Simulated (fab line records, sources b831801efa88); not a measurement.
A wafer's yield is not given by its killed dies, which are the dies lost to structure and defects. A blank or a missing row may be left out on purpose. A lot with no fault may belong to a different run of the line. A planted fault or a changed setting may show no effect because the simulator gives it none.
Which of the tools did it? || flow sky130 || Sampling: 14 lots, 42 wafers, 4 of 708 route steps

WHAT THE GAUGES READ, wafer by wafer
SKY_VIA1_CD_MEAS_12 targets a cd of 150 nm. Usual: cd_nm reads 150.2 nm (standard deviation 1.6).
{"lot": "L353", "measured": "day 34 01:50", "on": "cd_sem-02", "cd_nm (nm)": "150.7 149.6 147.8", "flag": ""}
{"lot": "L354", "measured": "day 34 13:54", "on": "cd_sem-01", "cd_nm (nm)": "152.8 149.9 151.8", "flag": ""}
{"lot": "L355", "measured": "day 34 20:39", "on": "cd_sem-02", "cd_nm (nm)": "153.0 153.8 151.3", "flag": ""}
{"lot": "L357", "measured": "day 35 20:22", "on": "cd_sem-01", "cd_nm (nm)": "150.9 150.0 150.3", "flag": ""}
{"lot": "L358", "measured": "day 36 08:11", "on": "cd_sem-02", "cd_nm (nm)": "148.7 148.4 148.9", "flag": ""}
{"lot": "L362", "measured": "day 36 19:02", "on": "cd_sem-02", "cd_nm (nm)": "149.9 149.4 151.0", "flag": ""}
{"lot": "L365", "measured": "day 37 18:56", "on": "cd_sem-01", "cd_nm (nm)": 148.7, "flag": ""}
{"lot": "L370", "measured": "day 39 22:14", "on": "cd_sem-02", "cd_nm (nm)": "147.3 147.1 149.3", "flag": ""}
{"lot": "L369", "measured": "day 40 01:01", "on": "cd_sem-02", "cd_nm (nm)": "148.5 151.2 150.2", "flag": ""}
{"lot": "L372", "measured": "day 40 03:07", "on": "cd_sem-02", "cd_nm (nm)": "150.7 150.2 149.0", "flag": ""}
{"lot": "L373", "measured": "day 40 07:45", "on": "cd_sem-02", "cd_nm (nm)": "151.4 151.6 150.0", "flag": ""}
{"lot": "L374", "measured": "day 40 12:49", "on": "cd_sem-02", "cd_nm (nm)": "151.2 151.2 149.9", "flag": ""}
{"lot": "L375", "measured": "day 40 19:32", "on": "cd_sem-01", "cd_nm (nm)": "150.1 151.2 153.2", "flag": ""}

SKY_VIA1_OVL_MEAS_13. Usual: VIA1_OVL 0 nm, standard deviation 4.7.
{"lot": "L353", "measured": "day 34 01:57", "on": "overlay-01", "VIA1_OVL (nm)": "6 0 2", "flag": ""}
{"lot": "L354", "measured": "day 34 14:00", "on": "overlay-02", "VIA1_OVL (nm)": "7 8 5", "flag": ""}
{"lot": "L355", "measured": "day 34 20:45", "on": "overlay-02", "VIA1_OVL (nm)": "2 1 3", "flag": ""}
{"lot": "L357", "measured": "day 35 20:29", "on": "overlay-01", "VIA1_OVL (nm)": "-1 7 -8", "flag": ""}
{"lot": "L358", "measured": "day 36 08:17", "on": "overlay-01", "VIA1_OVL (nm)": "-3 1 -4", "flag": ""}
{"lot": "L362", "measured": "day 36 19:08", "on": "overlay-02", "VIA1_OVL (nm)": "-1 -6 -7", "flag": ""}
{"lot": "L365", "measured": "day 37 19:04", "on": "overlay-02", "VIA1_OVL (nm)": -5, "flag": ""}
{"lot": "L370", "measured": "day 39 22:19", "on": "overlay-01", "VIA1_OVL (nm)": "3 1 2", "flag": ""}
{"lot": "L369", "measured": "day 40 01:08", "on": "overlay-02", "VIA1_OVL (nm)": "-4 3 -5", "flag": ""}
{"lot": "L372", "measured": "day 40 03:14", "on": "overlay-01", "VIA1_OVL (nm)": "-2 1 2", "flag": ""}
{"lot": "L373", "measured": "day 40 07:51", "on": "overlay-01", "VIA1_OVL (nm)": "0 -3 1", "flag": ""}
{"lot": "L374", "measured": "day 40 12:53", "on": "overlay-01", "VIA1_OVL (nm)": "-4 -3 6", "flag": ""}
{"lot": "L375", "measured": "day 40 19:39", "on": "overlay-01", "VIA1_OVL (nm)": "1 -3 0", "flag": ""}

TOOL THAT RAN EACH LOT (tool first, then ch and the chambers of the sampled wafers, then the start)
{"lot": "L353", "SKY_CONTACT_CMP_04": "cmp-02 ch 0,2,3, day 30 13:55", "SKY_CONTACT_ETCH_17": "rie_diel-04 ch 0,2,3, day 31 17:27"}
{"lot": "L354", "SKY_CONTACT_CMP_04": "cmp-02 ch 0,1,3, day 31 01:34", "SKY_CONTACT_ETCH_17": "rie_diel-04 ch 0,1, day 32 06:09"}
{"lot": "L355", "SKY_CONTACT_CMP_04": "cmp-02 ch 0,2,3, day 31 09:17", "SKY_CONTACT_ETCH_17": "rie_diel-03 ch 0,3, day 32 12:33"}
{"lot": "L357", "SKY_CONTACT_CMP_04": "cmp-01 ch 1,2,3, day 32 10:08", "SKY_CONTACT_ETCH_17": "rie_diel-02 ch 0,2,3, day 33 13:28"}
{"lot": "L358", "SKY_CONTACT_CMP_04": "cmp-01 ch 0,1,2, day 32 22:19", "SKY_CONTACT_ETCH_17": "rie_diel-03 ch 0,2, day 34 01:19"}
{"lot": "L362", "SKY_CONTACT_CMP_04": "cmp-02 ch 2,3, day 33 09:24", "SKY_CONTACT_ETCH_17": "rie_diel-03 ch 0,1,3, day 34 12:27"}
{"lot": "L364", "SKY_CONTACT_CMP_04": "cmp-02 ch 1,2,3, day 34 02:43", "SKY_CONTACT_ETCH_17": "rie_diel-03 ch 1,2, day 35 04:51"}
{"lot": "L365", "SKY_CONTACT_CMP_04": "cmp-02 ch 0,1,2, day 34 10:30", "SKY_CONTACT_ETCH_17": "rie_diel-04 ch 0,1,2, day 35 12:15"}
{"lot": "L370", "SKY_CONTACT_CMP_04": "cmp-01 ch 1,2, day 36 15:40", "SKY_CONTACT_ETCH_17": "rie_diel-02 ch 0,3, day 37 17:51"}
{"lot": "L369", "SKY_CONTACT_CMP_04": "cmp-01 ch 0,2,3, day 36 16:52", "SKY_CONTACT_ETCH_17": "rie_diel-04 ch 0,2,3, day 37 19:06"}
{"lot": "L372", "SKY_CONTACT_CMP_04": "cmp-01 ch 1,2, day 36 19:13", "SKY_CONTACT_ETCH_17": "rie_diel-03 ch 0,1,3, day 37 22:00"}
{"lot": "L373", "SKY_CONTACT_CMP_04": "cmp-01 ch 1,2,3, day 37 01:19", "SKY_CONTACT_ETCH_17": "rie_diel-04 ch 0,1, day 38 03:12"}
{"lot": "L374", "SKY_CONTACT_CMP_04": "cmp-01 ch 0,3, day 37 05:33", "SKY_CONTACT_ETCH_17": "rie_diel-03 ch 0,1,3, day 38 07:33"}
{"lot": "L375", "SKY_CONTACT_CMP_04": "cmp-02 ch 1,2,3, day 37 13:09", "SKY_CONTACT_ETCH_17": "rie_diel-02 ch 1,2,3, day 38 15:39"}
- SKY_CONTACT_CMP_04: polishes SiO2.
- SKY_CONTACT_ETCH_17: etches SiO2 in C4F8/O2/Ar, stops on Si3N4, target depth 340 nm.

AS READ BY THE TOOLS THEMSELVES (means over the sampled wafers that have a number; for cases with no such wafer, the mark the record gives instead)
SKY_CONTACT_CMP_04. Usual: head_pressure_psi 3.999 psi, standard deviation 0.0082; motor_current_A 11.9 A, standard deviation 1.2; time_to_endpoint_s 84 s, standard deviation 6.
{"lot": "L353", "tool": "cmp-02", "head_pressure_psi (psi)": 3.998, "motor_current_A (A)": 12.4, "time_to_endpoint_s (s)": 86, "flag": ""}
{"lot": "L354", "tool": "cmp-02", "head_pressure_psi (psi)": 4.006, "motor_current_A (A)": 12.1, "time_to_endpoint_s (s)": 78, "flag": ""}
{"lot": "L355", "tool": "cmp-02", "head_pressure_psi (psi)": 3.997, "motor_current_A (A)": 12.2, "time_to_endpoint_s (s)": 82, "flag": ""}
{"lot": "L357", "tool": "cmp-01", "head_pressure_psi (psi)": 4.002, "motor_current_A (A)": 12.0, "time_to_endpoint_s (s)": 79, "flag": ""}
{"lot": "L358", "tool": "cmp-01", "head_pressure_psi (psi)": 4.009, "motor_current_A (A)": 12.5, "time_to_endpoint_s (s)": 77, "flag": ""}
{"lot": "L362", "tool": "cmp-02", "head_pressure_psi (psi)": 3.996, "motor_current_A (A)": 13.0, "time_to_endpoint_s (s)": 89, "flag": ""}
{"lot": "L364", "tool": "cmp-02", "head_pressure_psi (psi)": 1.942, "motor_current_A (A)": 8.1, "time_to_endpoint_s (s)": 107, "flag": "OFF"}
{"lot": "L365", "tool": "cmp-02", "head_pressure_psi (psi)": 1.941, "motor_current_A (A)": 7.6, "time_to_endpoint_s (s)": 111, "flag": "OFF"}
{"lot": "L370", "tool": "cmp-01", "head_pressure_psi (psi)": 3.994, "motor_current_A (A)": 12.5, "time_to_endpoint_s (s)": 90, "flag": ""}
{"lot": "L369", "tool": "cmp-01", "head_pressure_psi (psi)": 4.003, "motor_current_A (A)": 10.9, "time_to_endpoint_s (s)": 85, "flag": ""}
{"lot": "L372", "tool": "cmp-01", "head_pressure_psi (psi)": 3.993, "motor_current_A (A)": 13.1, "time_to_endpoint_s (s)": 80, "flag": ""}
{"lot": "L373", "tool": "cmp-01", "head_pressure_psi (psi)": 4.002, "motor_current_A (A)": 11.7, "time_to_endpoint_s (s)": 82, "flag": ""}
{"lot": "L374", "tool": "cmp-01", "head_pressure_psi (psi)": 3.994, "motor_current_A (A)": 10.7, "time_to_endpoint_s (s)": 75, "flag": ""}
{"lot": "L375", "tool": "cmp-02", "head_pressure_psi (psi)": 4.011, "motor_current_A (A)": 12.2, "time_to_endpoint_s (s)": 80, "flag": ""}

SKY_CONTACT_ETCH_17. Usual: oes_product_au reads 0.892 a.u. (standard deviation 0.0046).
{"lot": "L353", "tool": "rie_diel-04", "oes_product_au (a.u.)": 0.898, "flag": ""}
{"lot": "L354", "tool": "rie_diel-04", "oes_product_au (a.u.)": 0.888, "flag": ""}
{"lot": "L355", "tool": "rie_diel-03", "oes_product_au (a.u.)": 0.892, "flag": ""}
{"lot": "L357", "tool": "rie_diel-02", "oes_product_au (a.u.)": 0.889, "flag": ""}
{"lot": "L358", "tool": "rie_diel-03", "oes_product_au (a.u.)": 0.889, "flag": ""}
{"lot": "L362", "tool": "rie_diel-03", "oes_product_au (a.u.)": 0.893, "flag": ""}
{"lot": "L364", "tool": "rie_diel-03", "oes_product_au (a.u.)": 0.978, "flag": "OFF"}
{"lot": "L365", "tool": "rie_diel-04", "oes_product_au (a.u.)": 0.996, "flag": "OFF"}
{"lot": "L370", "tool": "rie_diel-02", "oes_product_au (a.u.)": 0.895, "flag": ""}
{"lot": "L369", "tool": "rie_diel-04", "oes_product_au (a.u.)": 0.893, "flag": ""}
{"lot": "L372", "tool": "rie_diel-03", "oes_product_au (a.u.)": 0.893, "flag": ""}
{"lot": "L373", "tool": "rie_diel-04", "oes_product_au (a.u.)": 0.897, "flag": ""}
{"lot": "L374", "tool": "rie_diel-03", "oes_product_au (a.u.)": 0.892, "flag": ""}
{"lot": "L375", "tool": "rie_diel-02", "oes_product_au (a.u.)": 0.892, "flag": ""}

THE ANSWER, worked out from the rows above alone
Rule: take the mean of a lot's wafers that have a number; if it is more than 3 standard deviations from the usual mean, the lot is off. A lot without any number at a reading at which 4 lots or more have one is off too. Where the step has rows for the other lots, those lots are counted as sound. Order of review: gauges by route order, followed by the tools' own readings, for which a lot's mean as printed above is used. At the first step where some lot is off, the reading lying furthest off is the one used; lots without a number count as furthest.
Off: L364, L365, at SKY_CONTACT_CMP_04 (head_pressure_psi).
A tool fits if, at that step or a process step before it, it ran every lot that is off, and no sound lot after the first of them. None of those tried fits.

WHAT THE SIMULATOR HAD INSERTED
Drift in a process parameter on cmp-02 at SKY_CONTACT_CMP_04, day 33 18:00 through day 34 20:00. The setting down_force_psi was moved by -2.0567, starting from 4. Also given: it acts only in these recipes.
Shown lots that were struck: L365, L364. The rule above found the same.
